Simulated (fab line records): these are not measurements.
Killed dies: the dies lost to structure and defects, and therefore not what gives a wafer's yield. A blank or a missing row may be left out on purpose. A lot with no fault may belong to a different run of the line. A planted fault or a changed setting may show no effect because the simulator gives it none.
Chamber matching | flow sky130 | 4 sister chambers for SKY_VIA3_CMP_24 on cmp-01
The step polishes, stops on SiO2, t overpolish 20 s, target thk 0 nm. 27 wafers are shown with their chamber, then 12 later ones without.

## EACH WAFER AND ITS CHAMBER
wafer  | chamber | motorCurrentA (A) | timeToEndpointS (s) | headPressurePsi (psi)
L074.2 | 1       | 11.6              | 99                  | 3.494
L074.3 | 3       | 11.7              | 96                  | 3.517
L074.5 | 1       | 12.6              | 101                 | 3.505
L076.4 | 3       | 11.1              | 93                  | 3.507
L076.5 | 0       | 9.6               | 93                  | 3.500
L076.6 | 1       | 11.7              | 94                  | 3.500
L077.1 | 3       | 11.5              | 95                  | 3.491
L077.5 | 3       | 11.6              | 98                  | 3.501
L077.6 | 0       | 9.3               | 98                  | 3.496
L079.1 | 1       | 11.6              | 94                  | 3.498
L079.2 | 2       | 10.8              | 90                  | 3.507
L079.3 | 0       | 10.3              | 91                  | 3.501
L081.2 | 2       | 11.0              | 86                  | 3.495
L081.3 | 1       | 11.5              | 95                  | 3.499
L081.6 | 2       | 11.3              | 88                  | 3.489
L085.1 | 0       | 9.9               | 92                  | 3.503
L085.4 | 2       | 10.8              | 90                  | 3.491
L085.6 | 3       | 11.4              | 97                  | 3.509
L086.2 | 2       | 11.2              | 93                  | 3.496
L086.4 | 3       | 12.0              | 98                  | 3.499
L086.5 | 2       | 11.0              | 93                  | 3.487
L089.3 | 2       | 10.8              | 93                  | 3.491
L089.4 | 1       | 11.5              | 93                  | 3.509
L089.5 | 1       | 11.1              | 95                  | 3.499
L091.1 | 2       | 11.0              | 92                  | 3.507
L091.3 | 0       | 9.5               | 94                  | 3.504
L091.6 | 1       | 11.9              | 98                  | 3.512

SIGNATURES, as means of the wafers listed above
reading         | chamber 0 | chamber 1 | chamber 2 | chamber 3 | scatter within a chamber
motorCurrentA   | 9.720     | 11.688    | 10.988    | 11.550    | 0.338
timeToEndpointS | 93.60     | 96.12     | 90.62     | 96.17     | 2.58
headPressurePsi | 3.50080   | 3.50200   | 3.49538   | 3.50400   | 0.00699
Rule: for a wafer and a chamber, the distance is found by dividing, reading by reading, the gap between the wafer's reading and the chamber's mean by the reading's scatter, squaring, summing and taking the root. The wafer belongs to the nearest chamber; if the next one is less than 2 further off, it can't be placed. How the scatter is found: for the shown wafers, subtract from each reading the mean of its chamber, square and add these, divide the total by (wafers less chambers), then take the root.

## WAFERS WITHOUT THEIR CHAMBER
wafer  | motorCurrentA (A) | timeToEndpointS (s) | headPressurePsi (psi)
L092.1 | 10.4              | 98                  | 3.494
L092.2 | 10.9              | 96                  | 3.508
L092.6 | 10.9              | 95                  | 3.493
L093.1 | 11.3              | 98                  | 3.494
L093.2 | 10.5              | 96                  | 3.502
L093.4 | 10.6              | 95                  | 3.502
L095.1 | 12.3              | 97                  | 3.502
L095.2 | 10.6              | 92                  | 3.513
L095.6 | 12.4              | 98                  | 3.504
L096.1 | 11.8              | 100                 | 3.487
L096.2 | 11.0              | 96                  | 3.484
L096.5 | 12.0              | 98                  | 3.500

## THE CHAMBER EACH PASSED THROUGH
wafer  | from the rows above               | in truth
L092.1 | can't be placed: 0 or 2 or 3 or 1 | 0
L092.2 | can't be placed: 3 or 1 or 2 or 0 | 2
L092.6 | can't be placed: 2 or 3 or 1 or 0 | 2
L093.1 | can't be placed: 3 or 1 or 2      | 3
L093.2 | can't be placed: 0 or 2 or 3 or 1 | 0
L093.4 | can't be placed: 2 or 0 or 3 or 1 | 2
L095.1 | can't be placed: 1 or 3           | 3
L095.2 | can't be placed: 2 or 0 or 3 or 1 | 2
L095.6 | can't be placed: 1 or 3           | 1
L096.1 | can't be placed: 1 or 3 or 2      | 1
L096.2 | can't be placed: 2 or 1 or 3 or 0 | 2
L096.5 | can't be placed: 1 or 3           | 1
Correct placement for 0 of the 12. Not placeable from these rows: 12 (in 12, the candidates include the true chamber). Placed wrongly: 0.
